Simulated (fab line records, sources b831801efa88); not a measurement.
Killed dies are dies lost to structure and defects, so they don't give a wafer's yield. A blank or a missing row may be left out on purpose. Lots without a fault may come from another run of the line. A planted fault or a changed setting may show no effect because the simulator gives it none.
A struck lot beside a sound one | flow sfq_line | 39 steps out of a route of 325
Sound: wafers L967.2, L967.3, L967.5. Struck: wafers L974.1, L974.3, L974.6. The cause comes at the end.
At each step with rows: each side's tool, then ch and its chambers, then its first start. Under that, the readings that differ: sound wafers | struck wafers | difference of the means | sigmas: that difference in standard deviations of wafers without a fault.
alike: readings whose means differ by less than 2 such deviations, and words and numbers that are the same on both sides. not compared: withheld readings, readings that some wafer has no value for, bounds like >300 that may hide the same value, and numbers for which the record gives no deviation and whose values overlap.
The two part at a step that has a row with sigmas, a row that says differs or no value, or rows on one side only. Numbers that don't overlap but have no deviation are shown without sigmas and don't part them. A reading that every wafer of one side lacks parts them only if that side has two wafers or more.

first, 6 steps without rows for these wafers: SFQ_TRILAYER_M1_LITHO_COAT_044 (resist thk 62 nm); SFQ_TRILAYER_M1_LITHO_COAT_039 (resist thk 600 nm); SFQ_TRILAYER_M1_LITHO_SOFTBAKE_043; SFQ_TRILAYER_M1_LITHO_EXPOSE_040 (exposes mask M1, target cd 500 nm); SFQ_TRILAYER_M1_LITHO_PEB_042 (peb time 60 s); SFQ_TRILAYER_M1_LITHO_DEVELOP_041 (time 60 s).
SFQ_M1_OVL_MEAS_911:
  sound on overlay-02, day 15 05:46; struck on overlay-01, day 18 15:53
  alike: M1_OVL
SFQ_TRILAYER_M1_BARC_OPEN_METAL_ETCH_054: etches BARC in O2, target depth 125 nm, time 41.7 s.
  sound on rie_metal-04 ch 1, day 15 05:49; struck on rie_metal-04 ch 0,1, day 18 15:55
  alike: drypump_motor_current_A, oes_product_au, rf_fwd_power_W
  not compared: rf_hours_counter_h
SFQ_TRILAYER_M1_ETCH_METAL_ETCH_042: etches Nb in Cl2/Ar, stops on SiO2, target depth 240 nm, time 120 s.
  sound on rie_metal-04 ch 1, day 15 05:58; struck on rie_metal-04 ch 0,1, day 18 15:59
  alike: drypump_motor_current_A, oes_product_au, rf_fwd_power_W
  not compared: rf_hours_counter_h
then, 2 steps without rows for these wafers: SFQ_TRILAYER_M1_STRIP_STRIP_043 (strips in O2); SFQ_TRILAYER_M1_STRIP_SOLV_CLEAN_044 (cleans in NMP, time 600 s).
SFQ_TRILAYER_I1_DEP_PECVD_045: deposits SiO2 from SiH4/N2O, time 111.11 s, target thk 500 nm.
  sound on pecvd-03 ch 1,2, day 15 07:32; struck on pecvd-03 ch 0,1,2, day 18 16:54
  no value came back on the struck wafers for any of 6 readings (chamber_pressure_Torr (Torr), heater_power_outer_w (W) and others); on the sound wafers chamber_pressure_Torr (Torr) reads 2.396 2.389 2.401
SFQ_TRILAYER_I1_CMP_CMP_046: polishes SiO2.
  sound on cmp-01 ch 0,1,3, day 15 08:07; struck on cmp-01 ch 0,2,3, day 18 21:59
  reading                | sound       | struck | difference                    | sigmas
  time_to_endpoint_s (s) | 209 224 214 | - - -  | no value on the struck wafers |
  alike: motor_current_A
SFQ_I1_BOW_MEAS_912:
  sound on film_metro-04, day 15 10:38; struck on film_metro-03, day 18 23:59
  alike: I1_BOW
SFQ_TRILAYER_I1_METRO_MEASURE_047:
  sound on film_metro-04, day 15 10:56; struck on film_metro-03, day 19 00:06
then, 6 steps without rows for these wafers: SFQ_TRILAYER_I1_VIA_LITHO_COAT_054 (resist thk 62 nm); SFQ_TRILAYER_I1_VIA_LITHO_COAT_049 (resist thk 650 nm); SFQ_TRILAYER_I1_VIA_LITHO_SOFTBAKE_053; SFQ_TRILAYER_I1_VIA_LITHO_EXPOSE_050 (exposes mask I1, target cd 500 nm); SFQ_TRILAYER_I1_VIA_LITHO_PEB_052 (peb time 60 s); SFQ_TRILAYER_I1_VIA_LITHO_DEVELOP_051 (time 60 s).
SFQ_I1_OVL_MEAS_913:
  sound on overlay-01, day 16 12:37; struck on overlay-01, day 19 14:12
  alike: I1_OVL
then, 1 step without rows for these wafers: SFQ_TRILAYER_I1_VIA_BARC_OPEN_VIA_ETCH_071 (etches BARC in O2, target depth 125 nm, time 41.7 s).
SFQ_TRILAYER_I1_VIA_ETCH_VIA_ETCH_052: etches SiO2 in CHF3, stops on Nb, target depth 260 nm.
  sound on rie_diel-03 ch 0,2,3, day 16 12:41; struck on rie_diel-02 ch 1,3, day 19 14:16
  reading                  | sound             | struck            | difference | sigmas
  oes_product_au (a.u.)    | 0.863 0.861 0.853 | 0.380 0.376 0.380 | -0.480     | -91
  model.etch.depth_nm (nm) | 200.6 200.1 199   | 0 0 0             | -200       |
  alike: drypump_motor_current_A, rf_fwd_power_W
then, 4 steps without rows for these wafers: SFQ_TRILAYER_I1_VIA_STRIP_STRIP_053 (strips in O2); SFQ_TRILAYER_I1_VIA_STRIP_SOLV_CLEAN_054 (cleans in NMP, time 600 s); SFQ_TRILAYER_M2_DEP_PRE_CLEAN_056 (time 22.5 s); SFQ_TRILAYER_M2_DEP_SPUTTER_055 (material Nb, target thk 200 nm, time 133.3 s).
SFQ_M2_RS_MEAS_914: measures by four-point-probe.
  sound on film_metro-03, day 16 13:44; struck on film_metro-04, day 19 15:17
  alike: M2_NB_RS
then, 3 steps without rows for these wafers: SFQ_TRILAYER_M2_LITHO_COAT_062 (resist thk 62 nm); SFQ_TRILAYER_M2_LITHO_COAT_057 (resist thk 600 nm); SFQ_TRILAYER_M2_LITHO_SOFTBAKE_061.
SFQ_TRILAYER_M2_LITHO_EXPOSE_058: exposes mask M2, target cd 500 nm.
  sound on krf_scanner-01 ch 0, day 17 06:31; struck on krf_scanner-01, day 20 04:18
  no value came back on the struck wafers for exposure_dose_mJ_cm2, focus_offset_nm (nm), sigma_outer; on the sound wafers exposure_dose_mJ_cm2 reads 14.389 14.389 14.394
  alike: mask
then, 2 steps without rows for these wafers: SFQ_TRILAYER_M2_LITHO_PEB_060 (peb time 60 s); SFQ_TRILAYER_M2_LITHO_DEVELOP_059 (time 60 s).
SFQ_M2_OVL_MEAS_916:
  sound on overlay-02, day 17 07:49; struck on overlay-01, day 20 05:48
  reading     | sound   | struck | difference                    | sigmas
  M2_OVL (nm) | -3 -4 6 | - - -  | no value on the struck wafers |
SFQ_TRILAYER_M2_BARC_OPEN_METAL_ETCH_077: etches BARC in O2, target depth 125 nm, time 41.7 s.
  sound on rie_metal-02 ch 0,1, day 17 07:51; struck on rie_metal-02 ch 0,1, day 20 05:50
  alike: drypump_motor_current_A, oes_product_au, rf_fwd_power_W
  not compared: rf_hours_counter_h
SFQ_TRILAYER_M2_ETCH_METAL_ETCH_060: etches Nb in Cl2/Ar, stops on SiO2, target depth 240 nm, time 120 s.
  sound on rie_metal-02 ch 0,1, day 17 07:55; struck on rie_metal-02 ch 0,1, day 20 05:53
  alike: drypump_motor_current_A, oes_product_au, rf_fwd_power_W
  not compared: rf_hours_counter_h, model.M2.cd_nm
SFQ_TRILAYER_M2_STRIP_STRIP_061: strips in O2.
  sound on rie_metal-02 ch 0,1, day 17 08:02; struck on rie_metal-02 ch 0,1, day 20 06:01
  alike: drypump_motor_current_A, oes_product_au
  not compared: rf_hours_counter_h

WHERE THEY PART
First at SFQ_TRILAYER_I1_DEP_PECVD_045; last, within this record, at SFQ_M2_OVL_MEAS_916. Later steps at which nothing parts them and some readings are alike: SFQ_TRILAYER_M2_BARC_OPEN_METAL_ETCH_077, SFQ_TRILAYER_M2_ETCH_METAL_ETCH_060, SFQ_TRILAYER_M2_STRIP_STRIP_061.

WHY: what the simulator had put in
Skipped step whole: pecvd-03, from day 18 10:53 on, at SFQ_TRILAYER_I1_DEP_PECVD_045. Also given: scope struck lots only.
